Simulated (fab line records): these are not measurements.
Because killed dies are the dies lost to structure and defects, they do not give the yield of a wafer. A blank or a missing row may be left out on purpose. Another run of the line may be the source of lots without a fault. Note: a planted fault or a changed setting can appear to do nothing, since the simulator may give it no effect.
Comparing a struck lot with a sound one | flow sky130 | 16 steps out of a route of 708
Sound: wafers L390.3, L390.5, L390.6. Wafers struck: L394.3, L394.4, L394.5. The cause is given at the end.
At each step with rows: each side's tool, then ch and its chambers, then its first start. Under that, the readings that differ: sound wafers | struck wafers | difference of the means | sigmas: that difference in standard deviations of wafers without a fault.
alike: readings whose means differ by less than 2 such deviations, and words and numbers that are the same on both sides. not compared: withheld readings, readings that some wafer has no value for, bounds like >300 that may hide the same value, and numbers for which the record gives no deviation and whose values overlap.
The two part at a step that has a row with sigmas, a row that says differs or no value, or rows on one side only. Numbers that don't overlap but have no deviation are shown without sigmas and don't part them. Lack of a reading on every wafer of one side parts them only where that side has two or more wafers.

first, 5 steps without rows for these wafers: SKY_POLY_GATE_COAT_08 (resist thk 450 nm); SKY_POLY_GATE_SOFTBAKE_09 (time 90 s); SKY_POLY_GATE_EXPOSE_10 (exposes mask P1M, target cd 150 nm); SKY_POLY_GATE_PEB_11; SKY_POLY_GATE_DEVELOP_12 (develop time 60 s).
SKY_POLY_GATE_CD_MEAS_13: target cd 150 nm.
  sound on cd_sem-01, day 16 22:31; struck on cd_sem-02, day 18 08:28
  alike: cd_nm
SKY_POLY_GATE_OVL_MEAS_14:
  sound on overlay-01, day 16 22:37; struck on overlay-01, day 18 08:34
  alike: POLY_GATE_OVL
SKY_POLY_GATE_ETCH_15: etches BARC in N2/H2, stops on SiO2, time 118.5 s, target depth 110 nm.
  sound on rie_diel-04 ch 1,3, day 16 22:38; struck on rie_diel-04 ch 0,2,3, day 18 08:35
  alike: bias_w, drypump_motor_current_A, oes_product_au, throttle_valve_pct
  not compared: rf_hours_counter_h
SKY_POLY_GATE_ETCH_16: etches Si3N4 in CH3F/O2, stops on poly-Si, time 147.5 s, target depth 75 nm.
  sound on rie_diel-04 ch 1,3, day 16 22:43; struck on rie_diel-04 ch 0,2,3, day 18 08:40
  alike: bias_w, drypump_motor_current_A, oes_product_au, throttle_valve_pct
  not compared: rf_hours_counter_h
SKY_POLY_GATE_ETCH_17: etches poly-Si in HBr/Cl2, stops on SiO2, target depth 180 nm, time 70.5 s.
  sound on rie_si-01 ch 1,2, day 16 22:49; struck on rie_si-01 ch 1,3, day 18 08:46
  alike: HBr_flow_sccm, bias_w, drypump_motor_current_A, oes_product_au, throttle_valve_pct
  not compared: rf_hours_counter_h
SKY_POLY_GATE_STRIP_18: strips in O2/N2.
  sound on plasma_asher-01 ch 0,1, day 16 22:55; struck on plasma_asher-01 ch 0,1, day 18 08:52
  alike: drypump_motor_current_A, o2_flow_sccm, oes_product_au, strip_time_to_endpoint_s
  not compared: rf_hours_counter_h
then, 1 step without rows for these wafers: SKY_POLY_GATE_CLEAN_19 (cleans in SC1/SC2, time 150 s).
SKY_POLY_GATE_OXIDATION_20: stabilise 600 s, purge 300 s, target thk 4 nm.
  sound on furnace-02 ch 0, day 16 23:34; struck on furnace-01 ch 0, day 18 11:07
  reading                  | sound          | struck         | difference | sigmas
  zone_power_lower_pct (%) | 14.4 14.3 14.7 | 19.1 19.8 19.6 | +5.0       | +2
SKY_POLY_GATE_THK_MEAS_21:
  sound on film_metro-03, day 17 00:50; struck on film_metro-01, day 18 12:23
  reading                      | sound          | struck         | difference | sigmas
  POLY_GATE_OXIDATION_THK (nm) | 4.13 4.18 4.08 | 6.69 6.63 6.50 | +2.48      | +26
SKY_POLY_GATE_CD_MEAS_22:
  sound on cd_sem-01, day 17 00:56; struck on cd_sem-01, day 18 12:29
  reading    | sound             | struck            | difference | sigmas
  cd_nm (nm) | 151.0 150.0 152.5 | 149.8 143.3 147.5 | -4.3       | -2
-- a jump in the record: the struck wafers' starts before and after are 29 days apart (it breaks off in module POLY_GATE and resumes in module PAD_OPEN, where the first step shown is number 708 of the route) --
SKY_PAD_OPEN_PROBE_99:
  sound on prober-01, day 46 03:04; struck on prober-01, day 47 02:50
  reading                           | sound           | struck            | difference | sigmas
  model.etest.tip_sonos.rs_ohm_sq   | 2651 2639 2625  | 3103 3099 3070    | +452       |
  model.etest.tip_p.rs_ohm_sq       | 6783 6806 6831  | 7440 7313 7389    | +574       |
  model.etest.pfet_01v8.r_on_ohm_um | 2893 2860 2934  | 3069 2987 3030    | +133       |
  model.etest.res_pdiff.line_ohm_um | 1378 1379 1380  | 1478 1462 1472    | +92        |
  model.etest.tip_n.rs_ohm_sq       | 437 434.4 434.4 | 489.4 485.8 485.9 | +51.8      |
  alike: killed_at_M0_to_M3, killed_at_M4_up, killed_at_contacts, killed_at_front_end, killed_at_other, killed_dies, killed_open, killed_short
  not compared: model.etest.nfet_01v8.r_on_ohm_um, model.etest.res_ndiff.line_ohm_um, model.etest.sonos_uncharged.r_on_ohm_um

== WHERE THEY PART ==
First at SKY_POLY_GATE_OXIDATION_20; last, within this record, at SKY_POLY_GATE_CD_MEAS_22. Later steps at which nothing parts them and some readings are alike: SKY_PAD_OPEN_PROBE_99.

WHY: what had been put in by the simulator
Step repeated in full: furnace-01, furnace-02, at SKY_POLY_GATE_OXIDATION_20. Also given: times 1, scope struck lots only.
